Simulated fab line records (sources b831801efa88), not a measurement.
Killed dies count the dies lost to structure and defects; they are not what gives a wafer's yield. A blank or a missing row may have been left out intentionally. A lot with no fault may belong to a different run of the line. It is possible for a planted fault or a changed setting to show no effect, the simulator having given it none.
Which of the tools did it?	flow gf180mcu	route of 602 steps, sampled at 1 step: 6 lots, 18 wafers

## WHAT THE GAUGES READ, wafer by wafer
GF_M1_CD_MEAS_14: target cd 230 nm.
lot	measured	on	cd_nm (nm)
L170	day 18 19:11	cd_sem-01	231.2 229.8 229.5
L173	day 19 22:08	cd_sem-01	229.2 230.0 228.8
L175	day 20 11:37	cd_sem-02	229.7 229.7 229.5
L184	day 23 18:54	cd_sem-02	228.4 229.3 229.1
L186	day 24 09:52	cd_sem-01	229.2 230.3 229.5
L188	day 24 15:59	cd_sem-01	230.3 229.1 230.0

## WHAT TOOL EACH LOT RAN ON (gives the tool, then ch and the chambers of the sampled wafers, and finally the start)
The record holds no process step before these readings.

## THE ANSWER, worked out from the rows above alone
Rule: what is usual is taken from the lots themselves. Put in order of their means at a reading, lots are off if they are a third of the lots or fewer, leave a main group of 4 or more, and stand apart from it by a gap of 3 or more times the standard deviation of the main group's means; of several such gaps the widest counts. The tables above print the reading to a certain number of digits; a main group whose means all agree to those digits is not used. A lot without any number at a reading at which 4 lots or more have one is off too. All remaining lots with rows at the step are treated as sound.
No lot is off at any reading shown: from this, nothing can be told.

## WHAT THE SIMULATOR HAD PUT IN
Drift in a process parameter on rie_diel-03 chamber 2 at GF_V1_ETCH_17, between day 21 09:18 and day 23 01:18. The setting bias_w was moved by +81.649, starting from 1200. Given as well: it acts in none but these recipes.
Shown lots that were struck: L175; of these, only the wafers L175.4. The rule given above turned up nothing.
